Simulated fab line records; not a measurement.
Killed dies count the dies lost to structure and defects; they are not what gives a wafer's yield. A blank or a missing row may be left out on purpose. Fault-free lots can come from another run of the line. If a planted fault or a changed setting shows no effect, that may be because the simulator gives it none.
fab line records + flow sfq-line
record:
- lots: 5
- wafers: 23
route steps=325 shown M8@320
start-h: hours from the record's first day to the start of the lot's first wafer shown + wait-h: hours since the lot's step before + " identical to the entry in the row above + L1.1+2: several wafers, shown together as one row + - no value present, or no start provided + * or withheld: withheld + < > ~ a bound
route shown NAME@n: names a module that has steps shown in the file, with the first one's number in the route + usual: mean/standard deviation of fault-free wafers + same: alike in all rows + chamber/n: place in a boat + sites: each site's reading + _std_site: standard deviation across them + _edge_site: outer sites' mean less inner sites' + radius-mm: for every site, how far away it sits from the centre of the wafer + mask NAME#n: copy n + behind: the last tool/chamber to shape the wafer + hold: why the lot went on hold/how many hours it stayed there/how the hold came to an end + device: transistor that didn't switch, given as n, p or np + end of line: tests of these same wafers at the route's end + where a step has no rows: the recipe by itself + killed: the dies lost at the first sort to structure and to defects; this is not the yield of the wafer + map: dies across one wafer; x = killed, . = not, _ = none there
set.NAME: setting as actually run; set.NAME@STEP: the setting as run at that earlier step + model.NAME: the simulator's own value behind a step, which no gauge read
lots run with intentionally changed settings; tables by step, rows by wafer
== steps ==
step: SFQ_TRILAYER_M8_DEP_EVAP_198
recipe:
- material: Pt
- angular-spread-deg: 1
- target-thk-nm: 50
- time-s: 250
- power-w: 2000
| lot.wafer | tool           | chamber | start-h | wait-h | set.time-s | model.Pt_of_TRILAYER_M8_DEP_EVAP_198.thk-nm |
|-----------|----------------|---------|---------|--------|------------|---------------------------------------------|
| L074.1    | pvd-sputter-02 | -       | 1983.65 | 0.0    | 250        | 49.82                                       |
| L074.3    | "              | -       | "       | "      | 250        | 50.41                                       |
| L074.6    | "              | -       | "       | "      | 250        | 49.57                                       |
| L075.2    | pvd-sputter-01 | -       | 1990.85 | 0.0    | 250        | 49.17                                       |
| L075.3    | "              | -       | "       | "      | 250        | 48.66                                       |
| L075.4    | "              | -       | "       | "      | 250        | 49.1                                        |
| L075.5    | "              | -       | "       | "      | 240.6      | 47.91                                       |
| L075.6    | "              | -       | "       | "      | 240.6      | 47.36                                       |
| L079.1    | pvd-sputter-01 | -       | 2033.09 | 0.0    | 250        | 49.78                                       |
| L079.3    | "              | -       | "       | "      | 250        | 49.62                                       |
| L079.4    | "              | -       | "       | "      | 250        | 49.86                                       |
| L079.5    | "              | -       | "       | "      | 250        | 49.76                                       |
| L079.6    | "              | -       | "       | "      | 250        | 49.52                                       |
| L083.1    | pvd-sputter-01 | -       | 2183.20 | 0.0    | 280.6      | 55.61                                       |
| L083.2    | "              | -       | "       | "      | 250        | 48.65                                       |
| L083.3    | "              | -       | "       | "      | 280.6      | 55.6                                        |
| L083.4    | "              | -       | "       | "      | 250        | 49.49                                       |
| L083.6    | "              | -       | "       | "      | 250        | 49.21                                       |
| L084.1    | pvd-sputter-02 | -       | 2188.00 | 0.0    | 250        | 49.82                                       |
| L084.2    | "              | -       | "       | "      | 264.4      | 52.21                                       |
| L084.3    | "              | -       | "       | "      | 264.4      | 52.33                                       |
| L084.4    | "              | -       | "       | "      | 250        | 48.78                                       |
| L084.5    | "              | -       | "       | "      | 250        | 48.73                                       |
== key ==
split:
- step: SFQ_TRILAYER_M8_DEP_EVAP_198
- setting: time-s
- stated: 250
- by: wafer
response:
- step: SFQ_TRILAYER_M8_DEP_EVAP_198
- reading: model.Pt_of_TRILAYER_M8_DEP_EVAP_198.thk-nm
- change: +0.521
- per: 1%
- r: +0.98
